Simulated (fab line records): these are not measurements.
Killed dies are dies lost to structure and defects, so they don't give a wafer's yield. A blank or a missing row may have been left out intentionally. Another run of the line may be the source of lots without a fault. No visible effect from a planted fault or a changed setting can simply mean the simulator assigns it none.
Problem report, 8D (eight disciplines) form, completed by code || flow gf180mcu || the parts of the form that need people (team, actions taken, sign-off) are left out

1. THE PROBLEM
oes product au at GF_HV_LDD_STRIP_37 reads a mean of 0.757 a.u. on 9 wafers of 3 lots; wafers without a fault read 0.715 a.u. with a standard deviation of 0.0045. Relative to the usual mean, that is a shift of +9.4 standard deviations.
The step: strips in O2/N2.
Earliest sighting: wafer L388.1 on plasma asher-02 at day 16 17:45. At this step, 42 wafers from 14 lots have a number in the record. The rule behind "out" and "out of limits": a value lying over 4 standard deviations away from the usual mean. Any other wafer with a number is counted as sound.

2. WHAT IT IS, AND WHAT IT ISN'T
{"question": "which readings at this step", "is": "oes product au", "is not": "drypump motor current A, heater power w, strip time to endpoint s"}
{"question": "which lots", "is": "L388, L391, L392", "is not": "L373, L375, L376, L377, L379, L380, L381, L383, L384, L386, L387"}
{"question": "which wafers of those lots", "is": "all that have a number", "is not": "-"}
{"question": "read on which tools", "is": "plasma asher-02", "is not": "plasma asher-01, plasma asher-03"}
{"question": "when", "is": "from day 16 17:45", "is not": "up to then (33 sound wafers)"}

3. WHAT RULES OUT EACH SUSPECT
Counting: a tool at any process step up to the reading remains a suspect when it ran all the lots that are out and ran no sound lot after the first of those.
- plasma asher-02 at GF_HV_LDD_STRIP_37 (strips in O2/N2): kept. Every lot that is out went through it, starting with L388 (day 16 17:45), and after that it ran no sound lot; the last sound lot it ran before then is L387 (day 16 08:36). On those wafers its own readings are out: oes product au.
The count leaves plasma asher-02 at GF_HV_LDD_STRIP_37.

4. THE CAUSE (what the simulator had put in)
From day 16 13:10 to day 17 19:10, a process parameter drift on plasma asher-02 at GF_HV_LDD_STRIP_37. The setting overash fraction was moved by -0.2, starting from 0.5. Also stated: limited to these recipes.
The count eliminated every tool but this one.

5. SEQUENCE OF EFFECTS, ordered by route
One row per reading whose mean, taken over the struck wafers that have a number, lies over 3 standard deviations from the usual. Only readings whose record carries a usual standard deviation are examined. hours: median over the lots of the time between each lot's start at the first step of this table that gives one and its start at this step. sigmas: the change, counted in usual standard deviations.
{"hours": 0, "step": "GF_HV_LDD_STRIP_37", "reading": "oes product au", "usual": "0.715 a.u.", "on struck wafers": 0.757, "change": "+0.042", "sigmas": "+9.4"}
Here are the process steps it includes:
- GF_HV_LDD_STRIP_37: strips in O2/N2.

6. WHAT WOULD HAVE CAUGHT IT SOONER
In this record the first reading out of limits was taken at day 16 17:45, 5 hours after the fault began at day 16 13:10.
